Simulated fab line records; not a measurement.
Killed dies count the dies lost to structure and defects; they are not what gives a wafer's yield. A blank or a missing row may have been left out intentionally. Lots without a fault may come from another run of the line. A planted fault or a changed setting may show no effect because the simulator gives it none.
The tool behind it: which one? -- flow gf180mcu -- 36 wafers from 12 lots sampled at 6 of the route's 602 steps

WHAT THE GAUGES SHOWED, per wafer
GF_STI_BOW_MEAS_00.
lot,measured,on,INCOMING_BOW (um)
L856,day 1 10:02,filmMetro-03,-8 10 6
L857,day 1 15:01,filmMetro-02,5 -3 3
L858,day 1 20:01,filmMetro-03,2 -11 -3
L859,day 2 01:00,filmMetro-01,11 4 6
L862,day 2 16:02,filmMetro-03,-6 -4 -1
L864,day 3 02:02,filmMetro-01,-1 -2 4
L873,day 4 23:04,filmMetro-01,0 -4 -4
L874,day 5 04:00,filmMetro-03,-7 -2 -10
L875,day 5 09:01,filmMetro-01,12 0 -4
L876,day 5 14:01,filmMetro-03,2 8 -7
L878,day 6 00:00,filmMetro-01,7 -11 -8
L879,day 6 05:00,filmMetro-01,5 1 2

GF_MVSD_TW_MEAS_11.
lot,measured,on,MVSD_TW
L856,day 4 12:08,filmMetro-04,1610 1604 1608
L857,day 4 17:58,filmMetro-03,1590 1597 1592
L858,day 4 21:46,filmMetro-03,1586 1588 1591
L859,day 5 05:19,filmMetro-04,1614 1616 1623
L862,day 5 21:14,filmMetro-04,1605 1602 1607
L864,day 6 09:30,filmMetro-04,1628 1622 1629
L873,day 8 15:44,filmMetro-04,1605 1597 1605
L874,day 8 19:22,filmMetro-03,1594 1598 1592
L875,day 9 01:01,filmMetro-04,1607 1611 1603
L876,day 9 05:07,filmMetro-03,1600 1592 1602
L878,day 10 02:40,filmMetro-03,1596 1596 1601
L879,day 10 06:13,filmMetro-04,1605 1616 1603

GF_VT_IMPLANT_RS_MEAS_46: measurement is done with a four-point probe.
lot,measured,on,MVSD_RS (ohm/sq)
L856,day 7 14:44,filmMetro-04,453.9 455.1 453.9
L857,day 7 22:03,filmMetro-03,456.5 456.9 457.4
L858,day 8 01:07,filmMetro-03,457.9 459.0 457.5
L859,day 8 09:43,filmMetro-03,445.7 445.2 445.4
L862,day 9 03:20,filmMetro-03,456.4 456.6 456.8
L864,day 9 20:39,filmMetro-04,445.3 445.6 445.6
L873,day 12 09:35,filmMetro-03,457.1 458.1 455.6
L874,day 12 12:55,filmMetro-02,457.3 456.9 457.2
L875,day 12 19:26,filmMetro-02,455.8 456.7 456.6
L876,day 13 01:04,filmMetro-02,457.2 457.3 456.6
L878,day 14 01:36,filmMetro-02,457.6 457.4 456.6
L879,day 14 05:44,filmMetro-04,456.3 455.5 455.3

EACH LOT AND THE TOOL THAT RAN IT (in order: tool; ch and the chambers of the sampled wafers; start)
lot,GF_STI_ETCH_14,GF_MVSD_IMPLANT_08,GF_VT_IMPLANT_RTA_45
L856,"rieSi-02 ch 0,3, day 2 01:34","implanter-04 ch 0, day 4 11:46","rtpAnneal-01 ch 0, day 7 14:38"
L857,"rieSi-02 ch 0,2,3, day 2 06:31","implanter-01 ch 0, day 4 17:35","rtpAnneal-02 ch 0, day 7 21:56"
L858,"rieSi-02 ch 0,3, day 2 11:56","implanter-01 ch 0, day 4 21:23","rtpAnneal-01 ch 0, day 8 01:01"
L859,"rieSi-02 ch 2,3, day 2 18:02","implanter-01 ch 0, day 5 04:55","rtpAnneal-02 ch 0, day 8 09:37"
L862,"rieSi-01 ch 0,3, day 3 08:20","implanter-04 ch 0, day 5 20:52","rtpAnneal-02 ch 0, day 9 03:14"
L864,"rieSi-02 ch 0,2,3, day 3 18:58","implanter-01 ch 0, day 6 09:07","rtpAnneal-01 ch 0, day 9 20:32"
L873,"rieSi-01 ch 2,3, day 5 17:40","implanter-02 ch 0, day 8 15:23","rtpAnneal-02 ch 0, day 12 09:28"
L874,"rieSi-02 ch 0,1,2, day 5 22:17","implanter-01 ch 0, day 8 18:58","rtpAnneal-01 ch 0, day 12 12:49"
L875,"rieSi-01 ch 0,1,2, day 6 02:49","implanter-01 ch 0, day 9 00:38","rtpAnneal-01 ch 0, day 12 19:20"
L876,"rieSi-01 ch 1,2,3, day 6 08:37","implanter-04 ch 0, day 9 04:44","rtpAnneal-01 ch 0, day 13 00:58"
L878,"rieSi-02 ch 0,1,2, day 6 19:25","implanter-01 ch 0, day 10 02:16","rtpAnneal-01 ch 0, day 14 01:30"
L879,"rieSi-02 ch 0,1,2, day 6 23:54","implanter-01 ch 0, day 10 05:49","rtpAnneal-01 ch 0, day 14 05:36"
- GF_STI_ETCH_14: etches Si in HBr/Cl2/O2, target depth 360 nm, time 102.9 s.
- GF_MVSD_IMPLANT_08
- GF_VT_IMPLANT_RTA_45: time 30 s.

AS READ BY THE TOOLS THEMSELVES (means over the sampled wafers that have a number; for cases with no such wafer, the mark the record gives instead)
GF_STI_ETCH_14.
lot,tool,drypumpMotorCurrentA (A),oesProductAu (a.u.),throttleValvePct (%)
L856,rieSi-02,6.0,1.008,25.650
L857,rieSi-02,6.1,1.007,25.655
L858,rieSi-02,6.3,1.000,25.668
L859,rieSi-02,6.3,1.001,25.656
L862,rieSi-01,6.1,1.012,25.656
L864,rieSi-02,6.1,1.010,25.649
L873,rieSi-01,5.5,1.002,25.661
L874,rieSi-02,5.8,1.003,25.658
L875,rieSi-01,5.6,1.007,25.651
L876,rieSi-01,5.5,1.005,25.656
L878,rieSi-02,5.7,0.990,25.655
L879,rieSi-02,5.7,0.999,25.667

GF_MVSD_IMPLANT_08.
lot,tool,beamEnergyKeV,tiltDeg (degrees)
L856,implanter-04,399.82,-0.009
L857,implanter-01,399.95,0.012
L858,implanter-01,399.92,0.005
L859,implanter-01,456.61,-0.007
L862,implanter-04,399.95,0.007
L864,implanter-01,456.69,-0.005
L873,implanter-02,399.96,0.013
L874,implanter-01,400.09,-0.024
L875,implanter-01,399.97,-0.003
L876,implanter-04,400.14,-0.002
L878,implanter-01,400.13,0.004
L879,implanter-01,400.00,-0.017

GF_VT_IMPLANT_RTA_45.
lot,tool,lampPowerPct (%),wafer_temp_C_max
L856,rtpAnneal-01,32.3,1053.7
L857,rtpAnneal-02,37.1,1055.5
L858,rtpAnneal-01,32.3,1054.1
L859,rtpAnneal-02,37.1,1053.8
L862,rtpAnneal-02,37.1,1054.9
L864,rtpAnneal-01,32.3,1053.5
L873,rtpAnneal-02,37.1,1054.8
L874,rtpAnneal-01,32.3,1053.6
L875,rtpAnneal-01,32.3,1053.8
L876,rtpAnneal-01,32.3,1054.0
L878,rtpAnneal-01,32.3,1053.7
L879,rtpAnneal-01,32.3,1054.8

THE ANSWER, worked out from the rows above alone
Rule: usual is defined by the lots themselves. Put in order of their means at a reading, lots are off if they are a third of the lots or fewer, leave a main group of 4 or more, and stand apart from it by a gap of 3 or more times the standard deviation of the main group's means; of several such gaps the widest counts. If all means in a main group match to the digits the tables above print for the reading, that group is not used. Also off: a lot with no number at a reading for which 4 or more lots have one. The other lots that the step has rows for count as sound. After the gauges, taken in route order, come the tools' own readings; for these a lot's mean is taken, as printed above. At the first step where some lot is off, the reading lying furthest off is the one used; lots without a number count as furthest.
Off: L859, L864, seen at GF_VT_IMPLANT_RS_MEAS_46 (MVSD_RS). Mean 456.6 ohm/sq and standard deviation 0.98 in the main group.
A tool fits if, at a process step before that reading, it ran every lot that is off, and no sound lot after the first of them. Not tried: the gauges at GF_VT_IMPLANT_RS_MEAS_46; whatever is off there is also off at GF_MVSD_IMPLANT_08, on other tools, and gauge error can't account for it. Of those tried, none fits.

WHAT THE SIMULATOR PUT IN
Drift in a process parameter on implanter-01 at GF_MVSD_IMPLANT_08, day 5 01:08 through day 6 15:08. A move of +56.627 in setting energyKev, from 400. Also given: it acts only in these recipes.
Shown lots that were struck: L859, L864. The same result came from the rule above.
